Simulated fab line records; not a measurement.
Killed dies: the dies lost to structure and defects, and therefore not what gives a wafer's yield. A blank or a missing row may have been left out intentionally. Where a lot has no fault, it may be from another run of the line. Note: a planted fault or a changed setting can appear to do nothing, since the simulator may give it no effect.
Which tool is to blame? ; flow sky130 ; 24 lots, 72 wafers sampled, at 6 steps of a route of 708

## WHAT THE GAUGES READ, wafer by wafer
SKY_CONTACT_BOW_MEAS_05.
lot;measured;on;CONTACT_BOW (um)
L074;day 30 19:23;film_metro-01;69 65 79
L075;day 31 06:11;film_metro-01;77 81 93
L076;day 31 12:52;film_metro-01;75 85 77
L077;day 32 07:04;film_metro-02;82 81 65
L078;day 32 07:22;film_metro-02;99 89 82
L079;day 32 19:05;film_metro-04;80 77 87
L080;day 33 08:16;film_metro-04;74 78 80
L081;day 33 13:58;film_metro-01;81 82 96
L082;day 34 11:02;film_metro-02;93 79 71
L083;day 34 15:46;film_metro-02;84 75 83
L084;day 34 19:26;film_metro-02;90 74 79
L086;day 34 23:57;film_metro-04;85 96 82
L085;day 35 01:24;film_metro-04;84 75 75
L087;day 35 12:38;film_metro-01;86 65 74
L088;day 35 15:07;film_metro-02;82 82 82
L089;day 36 01:41;film_metro-04;84 88 96
L090;day 36 03:02;film_metro-04;85 75 75
L091;day 36 12:11;film_metro-02;92 90 89
L092;day 36 17:29;film_metro-04;89 93 82
L093;day 37 00:04;film_metro-01;79 79 82
L095;day 37 19:05;film_metro-02;85 76 76
L094;day 38 00:04;film_metro-01;70 79 91
L096;day 38 03:28;film_metro-02;89 83 83
L097;day 38 03:42;film_metro-01;63 78 70

SKY_CONTACT_CD_MEAS_14: the cd target is 170 nm.
lot;measured;on;cd_nm (nm)
L074;day 31 23:13;cd_sem-02;169.2 170.0 169.2
L075;day 32 09:20;cd_sem-02;169.5 169.1 170.0
L076;day 32 17:08;cd_sem-01;167.6 167.1 167.0
L077;day 33 10:19;cd_sem-02;169.6 168.2 169.7
L078;day 33 10:50;cd_sem-01;168.9 169.0 169.0
L079;day 33 22:05;cd_sem-02;170.6 169.8 169.4
L080;day 34 11:19;cd_sem-01;171.3 171.6 172.7
L081;day 34 16:44;cd_sem-01;170.7 170.6 170.2
L082;day 35 13:47;cd_sem-01;167.1 168.3 165.6
L083;day 35 18:18;cd_sem-02;169.1 168.4 169.6
L084;day 35 21:28;cd_sem-01;168.8 169.5 169.6
L086;day 36 02:23;cd_sem-01;170.1 169.3 170.6
L085;day 36 03:44;cd_sem-02;167.2 168.1 167.6
L087;day 36 14:59;cd_sem-01;170.6 171.0 170.4
L088;day 36 17:35;cd_sem-01;171.0 170.3 171.8
L089;day 37 03:51;cd_sem-02;170.7 171.5 171.4
L090;day 37 05:01;cd_sem-02;169.4 170.0 169.0
L091;day 37 14:15;cd_sem-02;173.0 174.1 172.0
L092;day 37 19:26;cd_sem-01;171.5 169.9 170.3
L093;day 38 01:57;cd_sem-01;169.3 170.4 170.0
L095;day 38 20:47;cd_sem-01;170.2 168.9 169.5
L094;day 39 01:53;cd_sem-01;170.8 170.9 171.5
L096;day 39 05:45;cd_sem-01;168.6 168.0 167.1
L097;day 39 05:52;cd_sem-01;170.0 169.1 170.7

SKY_VIA2_THK_MEAS_23: measures by xrf.
lot;measured;on;VIA2_W_THK (nm)
L074;day 36 17:25;film_metro-01;408 411 403
L075;day 37 03:59;film_metro-02;409 412 401
L076;day 37 11:02;film_metro-02;405 420 418
L077;day 38 04:32;film_metro-01;418 418 417
L078;day 38 04:57;film_metro-01;397 401 401
L079;day 38 15:32;film_metro-04;416 415 411
L080;day 39 03:58;film_metro-02;404 405 407
L081;day 39 09:15;film_metro-04;421 414 423
L082;day 40 04:49;film_metro-01;418 414 417
L083;day 40 10:35;film_metro-01;416 416 416
L084;day 40 12:56;film_metro-01;419 420 419
L086;day 40 16:25;film_metro-01;424 422 421
L085;day 40 16:19;film_metro-02;420 413 415
L087;day 41 03:43;film_metro-02;402 409 406
L088;day 41 06:36;film_metro-01;415 416 410
L089;day 41 15:55;film_metro-04;413 407 412
L090;day 41 16:13;film_metro-02;409 408 407
L091;day 42 01:43;film_metro-04;419 415 418
L092;day 42 06:35;film_metro-02;404 407 408
L093;day 42 12:31;film_metro-01;408 409 414
L095;day 43 05:37;film_metro-04;415 415 413
L094;day 43 11:00;film_metro-01;403 399 399
L096;day 43 13:25;film_metro-01;406 401 412
L097;day 43 14:06;film_metro-04;415 414 414

SKY_CAP2M_OVL_MEAS_12.
lot;measured;on;CAP2M_OVL (nm)
L074;day 41 04:27;overlay-01;1.2 2.4 2.0
L075;day 41 13:18;overlay-01;1.8 0.2 2.1
L076;day 41 20:33;overlay-01;1.4 1.5 2.2
L077;day 42 10:54;overlay-02;-0.1 1.3 2.9
L078;day 42 13:31;overlay-02;3.5 0.8 3.1
L079;day 42 23:28;overlay-01;-0.2 0.8 1.1
L080;day 43 09:00;overlay-02;-0.2 1.2 0.9
L081;day 43 14:19;overlay-02;0.6 1.6 1.7
L082;day 44 08:14;overlay-02;1.7 0.0 1.2
L083;day 44 14:12;overlay-02;1.5 0.9 2.0
L084;day 44 14:52;overlay-02;-0.3 0.0 2.8
L086;day 44 20:57;overlay-02;-0.6 -1.0 -1.1
L085;day 44 20:36;overlay-02;0.0 0.7 1.0
L087;day 45 04:08;overlay-01;2.2 3.0 1.0
L088;day 45 06:03;overlay-02;-0.5 0.1 -0.6
L089;day 45 17:42;overlay-01;3.3 1.6 1.7
L090;day 45 19:05;overlay-02;1.9 -0.3 -0.9
L091;day 46 01:47;overlay-02;-1.0 2.1 1.7
L092;day 46 03:32;overlay-01;1.7 2.7 2.0
L093;day 46 11:02;overlay-02;1.1 -0.6 1.2
L095;day 47 01:30;overlay-02;1.4 2.6 2.4
L094;day 47 04:57;overlay-01;1.1 3.3 2.3
L096;day 47 08:22;overlay-02;2.0 3.6 1.7
L097;day 47 08:38;overlay-02;2.7 1.4 1.5

SKY_METAL5_RS_MEAS_05: the measuring method here is four-point-probe.
lot;measured;on;METAL5_ALCU_RS (ohm/sq)
L074;day 43 09:28;film_metro-03;0.0275 0.0272 0.0273
L075;day 43 16:42;film_metro-01;0.0269 0.0262 0.0264
L076;day 43 23:47;film_metro-03;0.0277 0.0268 0.0270
L077;day 44 13:39;film_metro-01;0.0278 0.0266 0.0269
L078;day 44 15:11;film_metro-03;0.0270 0.0274 0.0270
L079;day 45 00:49;film_metro-03;0.0274 0.0279 0.0275
L080;day 45 07:55;film_metro-01;0.0267 0.0270 0.0268
L081;day 45 14:21;film_metro-02;0.0276 0.0275 0.0270
L082;day 46 07:46;film_metro-01;0.0272 0.0277 0.0268
L083;day 46 13:33;film_metro-01;0.0269 0.0271 0.0270
L084;day 46 13:47;film_metro-02;0.0270 0.0276 0.0273
L086;day 46 19:52;film_metro-03;0.0277 0.0273 0.0279
L085;day 46 18:19;film_metro-02;0.0268 0.0268 0.0270
L087;day 47 02:29;film_metro-03;0.0272 0.0269 0.0269
L088;day 47 04:27;film_metro-01;0.0272 0.0270 0.0270
L089;day 47 14:49;film_metro-01;0.0275 0.0275 0.0278
L090;day 47 16:07;film_metro-01;0.0274 0.0272 0.0268
L091;day 47 22:22;film_metro-02;0.0267 0.0276 0.0274
L092;day 48 01:05;film_metro-02;0.0271 0.0268 0.0271
L093;day 48 07:46;film_metro-01;0.0271 0.0273 0.0273
L095;day 48 20:57;film_metro-01;0.0275 0.0273 0.0272
L094;day 49 01:01;film_metro-03;0.0273 0.0273 0.0271
L096;day 49 02:10;film_metro-03;0.0269 0.0270 0.0269
L097;day 49 03:12;film_metro-03;0.0270 0.0267 0.0271

## WHAT TOOL EACH LOT RAN ON (gives the tool, then ch and the chambers of the sampled wafers, and finally the start)
lot;SKY_VIA2_ETCH_15
L074;rie_diel-02 ch 0,2, day 36 16:25
L075;rie_diel-03 ch 1,2, day 37 03:01
L076;rie_diel-04 ch 0,1,2, day 37 10:04
L077;rie_diel-04 ch 1,2,3, day 38 03:33
L078;rie_diel-02 ch 1,3, day 38 03:58
L079;rie_diel-02 ch 0,2,3, day 38 14:31
L080;rie_diel-03 ch 1,2,3, day 39 02:59
L081;rie_diel-02 ch 0,1,3, day 39 08:15
L082;rie_diel-03 ch 1,2,3, day 40 03:50
L083;rie_diel-03 ch 0,2, day 40 09:37
L084;rie_diel-04 ch 0,1, day 40 11:57
L086;rie_diel-03 ch 0,1, day 40 14:51
L085;rie_diel-02 ch 1,2,3, day 40 15:19
L087;rie_diel-03 ch 0,2,3, day 41 02:44
L088;rie_diel-03 ch 0,1,2, day 41 05:36
L089;rie_diel-02 ch 1,2,3, day 41 14:55
L090;rie_diel-04 ch 0,2,3, day 41 15:11
L091;rie_diel-04 ch 0,2, day 42 00:45
L092;rie_diel-02 ch 1,2,3, day 42 05:34
L093;rie_diel-04 ch 1,2,3, day 42 11:28
L095;rie_diel-03 ch 1,2, day 43 04:38
L094;rie_diel-04 ch 1,2,3, day 43 10:01
L096;rie_diel-04 ch 0,3, day 43 12:24
L097;rie_diel-02 ch 2,3, day 43 13:04
- SKY_VIA2_ETCH_15: etches SiO2 in C4F8/O2/Ar, stops on TiN, target depth 546 nm, time 84 s.

## WHAT THE TOOLS THEMSELVES READ (means of the sampled wafers that have a number; where no wafer has one, the mark that the record gives instead)
SKY_VIA2_ETCH_15.
lot;tool;oes_product_au (a.u.)
L074;rie_diel-02;0.937
L075;rie_diel-03;0.939
L076;rie_diel-04;0.939
L077;rie_diel-04;0.943
L078;rie_diel-02;0.940
L079;rie_diel-02;0.938
L080;rie_diel-03;0.938
L081;rie_diel-02;0.938
L082;rie_diel-03;0.942
L083;rie_diel-03;0.936
L084;rie_diel-04;0.939
L086;rie_diel-03;0.939
L085;rie_diel-02;0.938
L087;rie_diel-03;0.942
L088;rie_diel-03;0.942
L089;rie_diel-02;0.935
L090;rie_diel-04;0.940
L091;rie_diel-04;0.939
L092;rie_diel-02;0.942
L093;rie_diel-04;0.944
L095;rie_diel-03;0.940
L094;rie_diel-04;0.937
L096;rie_diel-04;0.937
L097;rie_diel-02;0.938

## THE ANSWER, worked out from the rows above alone
Rule: the usual values come from the lots themselves. The widest of any qualifying gaps counts: lots, ordered by their means at a reading, are off when they make up no more than a third of the lots, leave a main group of 4 or more, and stand apart from it by 3 or more times the standard deviation of that group's means. A main group is skipped when, at the precision printed for the reading in the tables above, its means are all equal. A lot without any number at a reading at which 4 lots or more have one is off too. Where the step has rows for the other lots, those lots are counted as sound. The gauges are gone through in route order, then the tools' own readings, and for those a lot's mean is taken as printed above. At the first step where some lot is off, the reading lying furthest off is the one used; lots without a number count as furthest.
No lot is off on any of the readings shown, so nothing can be concluded from this.

## WHAT THE SIMULATOR PUT IN
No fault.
